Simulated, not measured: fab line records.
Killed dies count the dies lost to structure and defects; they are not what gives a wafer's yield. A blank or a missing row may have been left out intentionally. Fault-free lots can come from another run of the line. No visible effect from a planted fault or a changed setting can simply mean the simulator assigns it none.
Split-lot trial -- flow sky130 -- 23 wafers read from 5 lots, route of 708 steps

== THE SPLIT ITSELF ==
At SKY_GATE_OXIDE_OXIDATION_01 (stabilise 600 s, purge 300 s, target thk 10.268 nm), the setting temp-c was moved away from the recipe's 900 C on 15 of the 23 wafers read, by -1.6% to +2.6%. For the rest of the wafers, this setting stayed at what the recipe calls for.

There is no step in the file separating the split from the reading.

== THE READING ==
Values of GATE_OXIDE_OXIDATION_00_THK in nm from SKY_GATE_OXIDE_THK_MEAS_02. On this fab line, fault-free wafers typically give 10.13 nm with a standard deviation of 0.16 nm.

wafer,"tool, chamber at the split","temp-c as run, C",against the recipe,"GATE_OXIDE_OXIDATION_00_THK, nm",against lot-mates on the recipe
L074.2,"furnace-01, 0",900,recipe,9.94,-
L074.3,"furnace-01, 0",900,recipe,10.08,-
L074.4,"furnace-01, 0",900,recipe,10.21,-
L075.1,"-, -",900,recipe,9.92,-
L075.2,"-, -",900,recipe,9.93,-
L075.3,"-, -",900,recipe,9.94,-
L075.5,"-, -",900,recipe,10.09,-
L075.6,"-, -",900,recipe,10.11,-
L080.1,"-, -",923.4,+2.6%,13.05,no lot-mate on the recipe
L080.2,"-, -",923.4,+2.6%,12.79,no lot-mate on the recipe
L080.3,"-, -",923.4,+2.6%,13.06,no lot-mate on the recipe
L080.4,"-, -",923.4,+2.6%,12.96,no lot-mate on the recipe
L080.5,"-, -",923.4,+2.6%,12.71,no lot-mate on the recipe
L083.1,"-, -",885.5,-1.6%,8.93,no lot-mate on the recipe
L083.2,"-, -",885.5,-1.6%,8.73,no lot-mate on the recipe
L083.3,"-, -",885.5,-1.6%,8.82,no lot-mate on the recipe
L083.5,"-, -",885.5,-1.6%,8.69,no lot-mate on the recipe
L083.6,"-, -",885.5,-1.6%,8.56,no lot-mate on the recipe
L085.1,"-, -",909.1,+1.0%,11.36,no lot-mate on the recipe
L085.2,"-, -",909.1,+1.0%,11.47,no lot-mate on the recipe
L085.3,"-, -",909.1,+1.0%,11.25,no lot-mate on the recipe
L085.4,"-, -",909.1,+1.0%,11.37,no lot-mate on the recipe
L085.6,"-, -",909.1,+1.0%,11.12,no lot-mate on the recipe

THE FIT
A straight line over all 23 wafers: GATE_OXIDE_OXIDATION_00_THK changes by +1.01 nm for each +1% of temp-c; r = +0.99; the points scatter about the line by 0.19 nm.
Too few moved wafers with a lot-mate on the recipe to fit a line net of each lot's own level.

== THE WHOLE CHAIN: every reading that the file lists as answering this split, in the file's order ==
step,what it does,reading,change (the file's fit),r (the file's)
SKY_GATE_OXIDE_OXIDATION_01,"stabilise 600 s, purge 300 s, target thk 10.268 nm","SiO2_of_GATE_OXIDE_OXIDATION_01.thk-nm (the simulator's own value, which no gauge read)",+1.01 nm for each +1% of the setting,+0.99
SKY_GATE_OXIDE_THK_MEAS_02,,GATE_OXIDE_OXIDATION_00_THK,+1.01 for each +1% of the setting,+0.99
SKY_GATE_OXIDE_OXIDATION_16,"stabilise 600 s, purge 300 s, target thk 3.57 nm","SiO2_of_GATE_OXIDE_OXIDATION_01.thk-nm (the simulator's own value, which no gauge read)",+0.994 nm for each +1% of the setting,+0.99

== FILE'S OWN FIT ==
GATE_OXIDE_OXIDATION_00_THK changes by +1.01 nm for each +1% of temp-c, r = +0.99.
